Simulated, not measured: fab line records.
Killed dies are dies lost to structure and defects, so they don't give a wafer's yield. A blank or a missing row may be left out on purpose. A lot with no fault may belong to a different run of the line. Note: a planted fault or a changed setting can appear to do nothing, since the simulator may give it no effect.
fab line records	flow sky130
[record] lots = 6	wafers = 18	lastDay = 50
route steps=708 shown VT_ADJUST_LVTN@117 VT_ADJUST_NCORE@119 VT_ADJUST_HVTR@131 VT_ADJUST_PCH@143 SONOS_TUNNEL@154 PAD_OPEN@708
lots that met no fault: from a run of the same line without faults
startH: start of the lot's first displayed wafer, in hours after the record's first day	waitH: hours since the lot's step before	" as in the row above	L1.1+2: one row covering several wafers at once	- no value, or no start was given	* or withheld: withheld	< > ~ a bound
route shown NAME@n: names a module that has steps shown in the file, with the first one's number in the route	usual: mean and standard deviation over wafers with no fault	same: alike in all rows	chamber/n: place in a boat	sites: per-site readings	_std_site: standard deviation across them	_edge_site: mean of outer sites minus mean of inner sites	radiusMm: how far each site lies from the wafer's centre	mask NAME#n: copy n	behind: the tool/chamber that last shaped the wafer	hold: why the lot went on hold/how many hours it stayed there/how the hold came to an end	device: transistor that didn't switch, given as n, p or np	end of line: the same wafers' tests at the end of the route	a step with no rows: only its recipe	killed: dies that structure and defects cost at the first sort, which is not the same as the wafer's yield	map: dies across one wafer; x = killed, . = not, _ = none there
set.NAME: the setting the step ran with; set.NAME@STEP: the setting that earlier step ran with	model.NAME: the simulator's own value behind a step, which no gauge read
lots seen at some steps along the route; tables by step, rows by wafer
services: a tool's chamber out of use, with start hour (startH, from the record's first day; less than 0 if before it), hours out, and reason
[[steps]]
[step SKY_VT_ADJUST_LVTN_STRIP_20]
[recipe] chemistry = O2/N2	powerW = 1400	pressureMtorr = 1500	platenTempC = withheld	o2FlowSccm = 3000	n2FlowSccm = 300	overashFraction = 0.5
[usual] drypumpMotorCurrentA = 5.7/0.44	oesProductAu = 0.716/0.0047	stripTimeToEndpointS = 14.20/0.043
lot.wafer	tool	chamber	startH	waitH	drypumpMotorCurrentA	oesProductAu	rfHoursCounterH	stripTimeToEndpointS
L109.2	plasmaAsher-04	0	168.65	0.1	6.0	0.722	48	14.21
L109.4	"	0	"	"	6.0	0.718	-	14.23
L109.5	"	1	"	"	6.0	0.717	-	14.24
L119.2	plasmaAsher-02	1	240.75	0.1	5.8	0.718	11	14.13
L119.3	"	0	"	"	4.8	0.709	-	14.11
L119.6	"	1	"	"	5.8	0.710	-	14.19
L120.1	plasmaAsher-03	0	244.58	0.1	5.7	0.714	59	14.21
L120.5	"	1	"	"	6.2	0.712	-	14.21
L120.6	"	0	"	"	5.7	0.712	-	14.15
L125.1	plasmaAsher-02	0	274.20	0.1	4.8	0.716	14	14.19
L125.3	"	1	"	"	5.8	0.717	-	14.18
L125.5	"	0	"	"	4.8	0.721	-	14.21
L129.3	plasmaAsher-03	0	300.48	0.1	5.7	0.721	-	14.23
L129.5	"	1	"	"	6.1	0.706	-	14.17
L129.6	"	0	"	"	5.7	0.715	-	14.22
L131.2	plasmaAsher-02	0	316.23	0.1	4.8	0.714	18	14.17
L131.3	"	1	"	"	5.9	0.720	-	14.19
L131.6	"	0	"	"	4.8	0.716	-	14.18
[step SKY_VT_ADJUST_LVTN_TW_MEAS_21]
[usual] VT_ADJUST_LVTN_2_TW = 188.1/1.9
lot.wafer	tool	chamber	startH	waitH	VT_ADJUST_LVTN_2_TW
L109.2	filmMetro-03	-	168.76	0.1	187.7
L109.4	"	-	"	"	188.8
L109.5	"	-	"	"	187.7
L119.2	filmMetro-03	-	240.86	0.1	188.2
L119.3	"	-	"	"	188.2
L119.6	"	-	"	"	188.9
L120.1	filmMetro-03	-	244.68	0.1	189.0
L120.5	"	-	"	"	188.1
L120.6	"	-	"	"	188.4
L125.1	filmMetro-03	-	274.30	0.1	187.9
L125.3	"	-	"	"	188.5
L125.5	"	-	"	"	187.9
L129.3	filmMetro-03	-	300.57	0.1	187.9
L129.5	"	-	"	"	187.9
L129.6	"	-	"	"	188.0
L131.2	filmMetro-03	-	316.33	0.1	189.2
L131.3	"	-	"	"	188.7
L131.6	"	-	"	"	189.1
[step SKY_VT_ADJUST_NCORE_DEHYDRATE_00]
[recipe] tempC = 200	timeS = 60
[step SKY_VT_ADJUST_NCORE_HMDS_01]
[recipe] primeTimeS = 60	primeTempC = 120
[step SKY_VT_ADJUST_NCORE_COAT_02]
[recipe] resist = NOVOLAK	spinRpm = 3000	resistThkNm = 1140
[step SKY_VT_ADJUST_NCORE_SOFTBAKE_03]
[recipe] tempC = 90	timeS = 60	resist = NOVOLAK
[step SKY_VT_ADJUST_NCORE_EXPOSE_04]
[recipe] maskId = LVTN_COMPLEMENT_THIN	na = 0.6	sourceShape = conventional	sigmaOuter = 0.6	polarization = unpolarized	targetCdNm = 380	doseMj = 139
[step SKY_VT_ADJUST_NCORE_PEB_05]
[recipe] tempC = withheld	timeS = *	resist = NOVOLAK
[step SKY_VT_ADJUST_NCORE_DEVELOP_06]
[recipe] resist = NOVOLAK	developer = TMAH	developTimeS = 60	devTempC = 23
[step SKY_VT_ADJUST_NCORE_CD_MEAS_07]
[recipe] targetCdNm = 380
[usual] cdNm = 380.1/2.6
lot.wafer	tool	chamber	startH	waitH	cdNm
L109.2	cdSem-02	-	188.88	0.1	379.8
L109.4	"	-	"	"	380.1
L109.5	"	-	"	"	379.0
L119.2	cdSem-01	-	265.03	0.1	381.8
L119.3	"	-	"	"	382.6
L119.6	"	-	"	"	379.7
L120.1	cdSem-02	-	268.91	0.1	377.3
L120.5	"	-	"	"	377.2
L120.6	"	-	"	"	375.3
L125.1	cdSem-02	-	299.61	0.1	380.0
L125.3	"	-	"	"	379.1
L125.5	"	-	"	"	380.5
L129.3	cdSem-01	-	326.10	0.1	384.2
L129.5	"	-	"	"	384.8
L129.6	"	-	"	"	384.7
L131.2	cdSem-02	-	342.29	0.1	378.8
L131.3	"	-	"	"	380.6
L131.6	"	-	"	"	380.9
[step SKY_VT_ADJUST_NCORE_OVL_MEAS_08]
[usual] VT_ADJUST_NCORE_OVL = -1.1/1.6
lot.wafer	tool	chamber	startH	waitH	VT_ADJUST_NCORE_OVL[nm]
L109.2	overlay-01	-	188.99	0.1	0.9
L109.4	"	-	"	"	0.4
L109.5	"	-	"	"	-0.2
L119.2	overlay-01	-	265.14	0.1	0.0
L119.3	"	-	"	"	0.6
L119.6	"	-	"	"	-0.1
L120.1	overlay-02	-	269.03	0.1	-1.2
L120.5	"	-	"	"	-1.5
L120.6	"	-	"	"	-1.4
L125.1	overlay-02	-	299.73	0.1	-0.6
L125.3	"	-	"	"	1.6
L125.5	"	-	"	"	-2.0
L129.3	overlay-01	-	326.19	0.1	-1.2
L129.5	"	-	"	"	-2.2
L129.6	"	-	"	"	-0.7
L131.2	overlay-02	-	342.39	0.1	-0.7
L131.3	"	-	"	"	-0.4
L131.6	"	-	"	"	-1.8
[step SKY_VT_ADJUST_NCORE_IMPLANT_09]
[recipe] species = B	energyKev = 10	doseCm2 = 2.4e+12	tiltDeg = withheld
[step SKY_VT_ADJUST_NCORE_STRIP_10]
[recipe] chemistry = O2/N2	powerW = 1400	pressureMtorr = 1500	platenTempC = withheld	o2FlowSccm = 3000	n2FlowSccm = 300	overashFraction = 0.5
[usual] drypumpMotorCurrentA = 5.8/0.41	oesProductAu = 0.716/0.0048	stripTimeToEndpointS = 14.19/0.036
lot.wafer	tool	chamber	startH	waitH	drypumpMotorCurrentA	oesProductAu	rfHoursCounterH	stripTimeToEndpointS
L109.2	plasmaAsher-01	1	189.17	0.1	5.6	0.722	38	14.25
L109.4	"	1	"	"	5.7	0.713	-	14.22
L109.5	"	0	"	"	6.3	0.720	-	14.21
L119.2	plasmaAsher-01	1	265.32	0.1	5.6	0.716	46	14.19
L119.3	"	0	"	"	6.3	0.721	-	14.24
L119.6	"	1	"	"	5.6	0.712	-	14.26
L120.1	plasmaAsher-01	1	269.22	0.1	5.6	0.713	46	14.23
L120.5	"	1	"	"	5.6	0.711	-	14.21
L120.6	"	0	"	"	6.3	0.710	-	14.20
L125.1	plasmaAsher-03	1	299.92	0.1	6.1	0.719	64	14.18
L125.3	"	0	"	"	5.7	0.712	-	14.18
L125.5	"	1	"	"	6.2	0.728	-	14.18
L129.3	plasmaAsher-01	1	326.40	0.1	5.6	0.714	-	14.13
L129.5	"	0	"	"	6.3	0.724	-	14.19
L129.6	"	1	"	"	5.6	0.713	-	14.14
L131.2	plasmaAsher-01	0	342.57	0.1	6.3	0.712	53	14.19
L131.3	"	1	"	"	5.6	0.710	-	14.12
L131.6	"	0	"	"	6.3	0.712	-	14.20
[step SKY_VT_ADJUST_NCORE_TW_MEAS_11]
[usual] VT_ADJUST_NCORE_TW = 220.3/1.5
lot.wafer	tool	chamber	startH	waitH	VT_ADJUST_NCORE_TW
L109.2	filmMetro-03	-	189.28	0.1	218.6
L109.4	"	-	"	"	216.9
L109.5	"	-	"	"	217.6
L119.2	filmMetro-03	-	265.43	0.1	219.6
L119.3	"	-	"	"	218.9
L119.6	"	-	"	"	219.4
L120.1	filmMetro-04	-	269.32	0.1	219.5
L120.5	"	-	"	"	220.3
L120.6	"	-	"	"	220.5
L125.1	filmMetro-02	-	300.02	0.1	223.1
L125.3	"	-	"	"	224.5
L125.5	"	-	"	"	221.2
L129.3	filmMetro-04	-	326.49	0.1	219.8
L129.5	"	-	"	"	219.2
L129.6	"	-	"	"	220.2
L131.2	filmMetro-03	-	342.68	0.1	220.1
L131.3	"	-	"	"	220.0
L131.6	"	-	"	"	220.5
[step SKY_VT_ADJUST_HVTR_DEHYDRATE_00]
[recipe] tempC = 200	timeS = 60
[step SKY_VT_ADJUST_HVTR_HMDS_01]
[recipe] primeTimeS = 60	primeTempC = 120
[step SKY_VT_ADJUST_HVTR_COAT_02]
[recipe] resist = NOVOLAK	spinRpm = 3000	resistThkNm = 1140
[step SKY_VT_ADJUST_HVTR_SOFTBAKE_03]
[recipe] tempC = 90	timeS = 60	resist = NOVOLAK
[step SKY_VT_ADJUST_HVTR_EXPOSE_04]
[recipe] maskId = HVTRM	targetCdNm = 380	na = 0.6	sourceShape = conventional	sigmaOuter = 0.6	doseMj = 150
[step SKY_VT_ADJUST_HVTR_PEB_05]
[recipe] tempC = withheld	timeS = *	resist = NOVOLAK
[step SKY_VT_ADJUST_HVTR_DEVELOP_06]
[recipe] developTimeS = 60	devTempC = 23
[step SKY_VT_ADJUST_HVTR_CD_MEAS_07]
[recipe] targetCdNm = 380
[usual] cdNm = 380.1/2.8
lot.wafer	tool	chamber	startH	waitH	cdNm
L109.2	cdSem-01	-	209.93	0.1	377.0
L109.4	"	-	"	"	374.9
L109.5	"	-	"	"	379.6
L119.2	cdSem-01	-	289.83	0.1	377.4
L119.3	"	-	"	"	378.8
L119.6	"	-	"	"	378.0
L120.1	cdSem-01	-	294.11	0.1	379.0
L120.5	"	-	"	"	380.0
L120.6	"	-	"	"	381.6
L125.1	cdSem-01	-	325.29	0.1	380.5
L125.3	"	-	"	"	378.7
L125.5	"	-	"	"	379.8
L129.3	cdSem-01	-	353.65	0.1	382.0
L129.5	"	-	"	"	383.0
L129.6	"	-	"	"	383.8
L131.2	cdSem-02	-	370.63	0.1	381.8
L131.3	"	-	"	"	381.8
L131.6	"	-	"	"	382.9
[step SKY_VT_ADJUST_HVTR_OVL_MEAS_08]
[usual] VT_ADJUST_HVTR_OVL = 0.4/1.2
lot.wafer	tool	chamber	startH	waitH	VT_ADJUST_HVTR_OVL[nm]
L109.2	overlay-02	-	210.04	0.1	-1.4
L109.4	"	-	"	"	-2.4
L109.5	"	-	"	"	-1.9
L119.2	overlay-02	-	289.94	0.1	0.8
L119.3	"	-	"	"	0.5
L119.6	"	-	"	"	2.5
L120.1	overlay-01	-	294.23	0.1	1.0
L120.5	"	-	"	"	0.4
L120.6	"	-	"	"	1.7
L125.1	overlay-02	-	325.41	0.1	-0.1
L125.3	"	-	"	"	1.2
L125.5	"	-	"	"	-0.5
L129.3	overlay-01	-	353.74	0.1	-2.0
L129.5	"	-	"	"	-0.3
L129.6	"	-	"	"	0.5
L131.2	overlay-02	-	370.74	0.1	0.4
L131.3	"	-	"	"	1.4
L131.6	"	-	"	"	-0.2
[step SKY_VT_ADJUST_HVTR_IMPLANT_09]
[recipe] species = B	energyKev = 10	doseCm2 = 2.1e+12	tiltDeg = withheld
[step SKY_VT_ADJUST_HVTR_STRIP_10]
[recipe] chemistry = O2/N2	powerW = 1400	pressureMtorr = 1500	platenTempC = withheld	o2FlowSccm = 3000	n2FlowSccm = 300	overashFraction = 0.5
[usual] drypumpMotorCurrentA = 5.95/0.26	oesProductAu = 0.716/0.0046	stripTimeToEndpointS = 14.19/0.039
lot.wafer	tool	chamber	startH	waitH	drypumpMotorCurrentA	oesProductAu	rfHoursCounterH	stripTimeToEndpointS
L109.2	plasmaAsher-01	1	210.22	0.1	5.63	0.718	40	14.20
L109.4	"	1	"	"	5.67	0.720	-	14.20
L109.5	"	0	"	"	6.27	0.718	-	14.22
L119.2	plasmaAsher-01	0	290.12	0.1	6.30	0.724	48	14.19
L119.3	"	0	"	"	6.30	0.720	-	14.24
L119.6	"	1	"	"	5.66	0.713	-	14.20
L120.1	plasmaAsher-03	0	294.42	0.1	5.67	0.719	64	14.24
L120.5	"	0	"	"	5.66	0.708	-	14.23
L120.6	"	1	"	"	6.16	0.720	-	14.22
L125.1	plasmaAsher-01	1	325.59	0.1	5.63	0.720	52	14.18
L125.3	"	0	"	"	6.29	0.725	-	14.21
L125.5	"	0	"	"	6.28	0.720	-	14.19
L129.3	plasmaAsher-03	0	353.95	0.1	5.66	0.713	-	14.21
L129.5	"	0	"	"	5.66	0.714	-	14.27
L129.6	"	1	"	"	6.17	0.716	-	14.22
L131.2	plasmaAsher-01	1	370.92	0.1	5.63	0.717	55	14.19
L131.3	"	1	"	"	5.65	0.712	-	14.19
L131.6	"	0	"	"	6.28	0.713	-	14.22
[step SKY_VT_ADJUST_HVTR_TW_MEAS_11]
[usual] VT_ADJUST_HVTR_TW = 210.9/2.4
lot.wafer	tool	chamber	startH	waitH	VT_ADJUST_HVTR_TW
L109.2	filmMetro-01	-	210.33	0.1	208.4
L109.4	"	-	"	"	207.4
L109.5	"	-	"	"	208.1
L119.2	filmMetro-02	-	290.23	0.1	215.2
L119.3	"	-	"	"	215.2
L119.6	"	-	"	"	215.2
L120.1	filmMetro-04	-	294.52	0.1	212.7
L120.5	"	-	"	"	211.1
L120.6	"	-	"	"	211.3
L125.1	filmMetro-01	-	325.69	0.1	209.9
L125.3	"	-	"	"	209.3
L125.5	"	-	"	"	209.4
L129.3	filmMetro-01	-	354.04	0.1	207.6
L129.5	"	-	"	"	209.2
L129.6	"	-	"	"	208.8
L131.2	filmMetro-04	-	371.03	0.1	212.1
L131.3	"	-	"	"	212.0
L131.6	"	-	"	"	212.1
[step SKY_VT_ADJUST_PCH_DEHYDRATE_00]
[recipe] tempC = 200	timeS = 60
[step SKY_VT_ADJUST_PCH_HMDS_01]
[recipe] primeTimeS = 60	primeTempC = 120
[step SKY_VT_ADJUST_PCH_COAT_02]
[recipe] spinRpm = 2000	resistThkNm = 3000
[step SKY_VT_ADJUST_PCH_SOFTBAKE_03]
[recipe] tempC = 110	timeS = withheld
[step SKY_VT_ADJUST_PCH_EXPOSE_04]
[recipe] maskId = NWM	na = 0.6	sourceShape = conventional	sigmaOuter = 0.6	polarization = unpolarized	targetCdNm = 840	doseMj = 255
[step SKY_VT_ADJUST_PCH_PEB_05]
[recipe] tempC = 115	timeS = withheld
[step SKY_VT_ADJUST_PCH_DEVELOP_06]
[recipe] wallAngleDeg = 90	developer = TMAH	developTimeS = 60	devTempC = 23
[step SKY_VT_ADJUST_PCH_OVL_MEAS_07]
[usual] VT_ADJUST_PCH_OVL = -0.4/1.4
lot.wafer	tool	chamber	startH	waitH	VT_ADJUST_PCH_OVL[nm]
L109.2	overlay-01	-	232.67	-	1.9
L109.4	"	-	"	"	0.1
L109.5	"	-	"	"	1.3
L119.2	overlay-01	-	315.75	-	1.6
L119.3	"	-	"	"	-0.6
L119.6	"	-	"	"	0.9
L120.1	overlay-01	-	319.54	-	-1.4
L120.5	"	-	"	"	-2.4
L120.6	"	-	"	"	0.1
L125.1	overlay-01	-	352.59	-	0.8
L125.3	"	-	"	"	0.6
L125.5	"	-	"	"	2.3
L129.3	overlay-02	-	381.80	-	-1.7
L129.5	"	-	"	"	-2.5
L129.6	"	-	"	"	-2.3
L131.2	overlay-02	-	399.87	-	-1.6
L131.3	"	-	"	"	-0.7
L131.6	"	-	"	"	-1.7
[step SKY_VT_ADJUST_PCH_IMPLANT_08]
[recipe] species = B	energyKev = 10	doseCm2 = 5e+11	tiltDeg = withheld
[step SKY_VT_ADJUST_PCH_STRIP_09]
[recipe] chemistry = O2/N2	powerW = 1400	pressureMtorr = 1500	platenTempC = withheld	o2FlowSccm = 3000	n2FlowSccm = 300	overashFraction = 0.5
[usual] drypumpMotorCurrentA = 5.8/0.42	oesProductAu = 0.722/0.0041	stripTimeToEndpointS = 36.94/0.098
lot.wafer	tool	chamber	startH	waitH	drypumpMotorCurrentA	oesProductAu	rfHoursCounterH	stripTimeToEndpointS
L109.2	plasmaAsher-01	0	232.85	0.1	6.3	0.722	43	36.90
L109.4	"	0	"	"	6.3	0.725	-	36.86
L109.5	"	0	"	"	6.3	0.721	-	36.89
L119.2	plasmaAsher-04	1	315.93	0.1	5.9	0.716	62	37.18
L119.3	"	1	"	"	5.9	0.723	-	37.03
L119.6	"	0	"	"	6.0	0.720	-	37.03
L120.1	plasmaAsher-02	1	319.73	0.1	5.8	0.719	18	37.08
L120.5	"	0	"	"	4.8	0.724	-	37.10
L120.6	"	1	"	"	5.8	0.722	-	37.11
L125.1	plasmaAsher-02	1	352.77	0.1	5.8	0.722	21	36.82
L125.3	"	1	"	"	5.8	0.717	-	36.87
L125.5	"	0	"	"	4.8	0.725	-	36.90
L129.3	plasmaAsher-02	0	382.01	0.1	4.8	0.720	-	37.10
L129.5	"	0	"	"	4.8	0.724	-	36.98
L129.6	"	1	"	"	5.8	0.724	-	36.94
L131.2	plasmaAsher-01	1	400.05	0.1	5.6	0.726	58	36.73
L131.3	"	1	"	"	5.7	0.725	-	36.85
L131.6	"	0	"	"	6.3	0.717	-	36.88
[step SKY_VT_ADJUST_PCH_TW_MEAS_10]
[usual] VT_ADJUST_PCH_TW = 142.6/0.83
lot.wafer	tool	chamber	startH	waitH	VT_ADJUST_PCH_TW
L109.2	filmMetro-01	-	232.96	0.1	141.9
L109.4	"	-	"	"	141.7
L109.5	"	-	"	"	141.0
L119.2	filmMetro-03	-	316.03	0.1	143.0
L119.3	"	-	"	"	143.3
L119.6	"	-	"	"	143.8
L120.1	filmMetro-03	-	319.83	0.1	141.5
L120.5	"	-	"	"	142.4
L120.6	"	-	"	"	141.9
L125.1	filmMetro-04	-	352.87	0.1	143.5
L125.3	"	-	"	"	143.1
L125.5	"	-	"	"	143.2
L129.3	filmMetro-01	-	382.09	0.1	140.8
L129.5	"	-	"	"	141.9
L129.6	"	-	"	"	141.3
L131.2	filmMetro-01	-	400.16	0.1	141.9
L131.3	"	-	"	"	140.7
L131.6	"	-	"	"	142.4
[step SKY_SONOS_TUNNEL_DEHYDRATE_00]
[recipe] tempC = 200	timeS = 60
[step SKY_SONOS_TUNNEL_HMDS_01]
[recipe] primeTimeS = 60	primeTempC = 120
[step SKY_SONOS_TUNNEL_COAT_02]
[recipe] resist = NOVOLAK	spinRpm = 3000	resistThkNm = 1140
[step SKY_SONOS_TUNNEL_SOFTBAKE_03]
[recipe] tempC = 90	timeS = 60	resist = NOVOLAK
[step SKY_SONOS_TUNNEL_EXPOSE_04]
[recipe] maskId = TUNM	na = 0.6	sourceShape = conventional	sigmaOuter = 0.6	polarization = unpolarized	targetCdNm = 410	doseMj = 136
[step SKY_PAD_OPEN_PROBE_99]
[usual] killed_at_M0_to_M3 = 43/7.2	killed_at_M4_up = 3.2/1.8	killedAtContacts = 23/5.6	killedAtFrontEnd = 15/4.6	killedAtOther = 0.3/0.71	killedDies = 85/10	killedOpen = 46/7.8	killedShort = 38/6.5
[same] grossDies = 492	killedAtBackSide = 0
lot.wafer	tool	chamber	startH	waitH	killed_at_M0_to_M3	killed_at_M4_up	killedAtContacts	killedAtFrontEnd	killedAtOther	killedDies	killedOpen	killedShort
L125.1	prober-02	-	1172.33	0.1	55	9	32	15	0	111	58	52
L125.3	prober-02	-	1172.43	0.2	43	3	24	19	0	89	62	26
L125.5	prober-02	-	1172.53	0.2	43	4	26	23	0	96	47	49
L129.3	prober-02	-	1189.26	0.2	40	1	22	73	0	136	39	42
L129.6	prober-02	-	1189.41	0.2	33	3	15	71	0	122	27	40
L131.3	prober-02	-	1197.10	0.2	44	2	27	68	0	141	50	38
// killed by level:class
L125.1 VIA1:geometricParticle:open=13 LI_CONTACT:geometricParticle:open=8 CONTACT:geometricParticle:open=8 METAL1:geometricParticle:short=8 VIA1:geometricParticle:short=7 VIA3:geometricParticle:open=7 CONTACT:geometricParticle:short=6 VIA2:geometricParticle:open=6
L125.3 VIA1:geometricParticle:open=13 FIELD_ISO:geometricParticle:open=11 CONTACT:geometricParticle:open=9 LI_CONTACT:geometricParticle:open=8 VIA3:geometricParticle:open=6 METAL2:geometricParticle:short=5 METAL2:geometricParticle:open=5 METAL1:geometricParticle:short=4
L125.5 VIA1:geometricParticle:open=9 FIELD_ISO:geometricParticle:short=8 METAL2:geometricParticle:short=6 LI_CONTACT:geometricParticle:open=6 LOCAL_INTERCONNECT:geometricParticle:short=6 CONTACT:geometricParticle:open=6 VIA2:geometricParticle:open=6 VIA3:geometricParticle:open=6
L129.3 VT_ADJUST_NCORE:unspecified=55 VIA1:geometricParticle:open=8 CONTACT:geometricParticle:open=8 FIELD_ISO:geometricParticle:open=5 LI_CONTACT:geometricParticle:open=5 VIA3:geometricParticle:short=5 METAL1:geometricParticle:short=5 VIA2:geometricParticle:open=5
L129.6 VT_ADJUST_NCORE:unspecified=55 METAL1:geometricParticle:short=9 METAL2:geometricParticle:short=9 CONTACT:geometricParticle:open=8 FIELD_ISO:geometricParticle:short=6 POLY_GATE:geometricParticle:open=4 CONTACT:geometricParticle:short=4 VIA3:geometricParticle:open=4
L131.3 VT_ADJUST_NCORE:unspecified=53 VIA3:geometricParticle:open=12 LI_CONTACT:geometricParticle:open=9 LOCAL_INTERCONNECT:geometricParticle:short=8 CONTACT:geometricParticle:open=6 VIA1:geometricParticle:short=6 VIA2:geometricParticle:open=6 POLY_GATE:geometricParticle:open=5
// map L129.3 (x killed, . not)
__________..x......._________
________......x......._______
______....x..xx........._____
_____x................x..____
____...........x.x....xx..___
___.....x.xx.x.....xx..x...__
__.x...x....x.....x........x_
_.......xx..x..x.....x.....x.
_x.........x.................
_x.x.xxx.x.......x...........
_.xxxxxx.x.x........x........
_xxxxxxxx....xx...........x..
_xxxxxxxxxx...x...x.x..x...xx
_xxxxxxxxxxx....x..x.........
_xxxxxxxx.x.........x.x.x..x.
__.xxxxxxx.....x...x.x...x.._
___x.xxx..................x__
____.xx...x....xx.........___
_____..x.................____
______.....xx..x........_____
________x.....x.x..xxx_______
__________xx.x....xx_________
// map L131.3 (x killed, . not)
__________.........._________
________....x.xxx.x..._______
______...x.x..........x._____
_____....x.x.............____
____...x.x....x...........___
___..x........x..x.x...x...__
__..xx..x.......x...x.xx...._
_..............x....x...xx..x
_..........x.....x...........
_..x..x..x.....xx.....xxx....
_xxxxxxx.x..........x....x...
_xxxxxxxxxx.............xx.x.
_xxxxxxxx...x...x.x.x..x.....
_.xxxxxxx..xxx..x.....x......
_xxxxxxxxx.....x.....x.x.....
__xxxxxxx.x.x....x...x.....x_
___xxxxx...xx..xx.x.x.x....__
____xx..xxx.x..x.......x..___
_____.x..................____
______x...xxxx.......x.._____
________.........x...._______
__________....x....._________
[[services]]
tool	chamber	startH	hours	kind
plasmaAsher-04	-	162.89	1.0	repair
plasmaAsher-04	-	242.49	2.6	repair
plasmaAsher-02	-	282.42	6.6	repair
plasmaAsher-02	-	310.47	1.7	repair
plasmaAsher-02	-	324.24	2.8	pm
plasmaAsher-01	-	328.39	4.3	pm
plasmaAsher-02	-	332.69	6.3	repair
plasmaAsher-04	-	342.05	1.4	repair
[[key]]
[firstSign] step = SKY_PAD_OPEN_PROBE_99	reading = killedAtFrontEnd	direction = up	sigmas = 12	usual = 15	struck = 71
[effect] step = SKY_PAD_OPEN_PROBE_99	reading = killedDies	direction = up	sigmas = 4.7	usual = 85	struck = 133
metAt SKY_VT_ADJUST_NCORE_STRIP_10
struckWafers L129.3,L129.6,L131.3
testerLeftOut L129,L131
onsetBetween 269.22 326.40
[fault] kind = chamberParticleSource	tool = plasmaAsher-01	chamber = 1	onsetH = 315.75	steps = SKY_VT_ADJUST_NCORE_STRIP_10	ratePerVisitCm2 = 1.1536	endH = 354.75
// testerLeftOut: of these lots the tester's yield and bins aren't shown, on N5 and GAA mostly nor the transistor test; their killed dies are dies lost to structure and defects alone, not to doping, threshold or leakage, so they don't give the yield
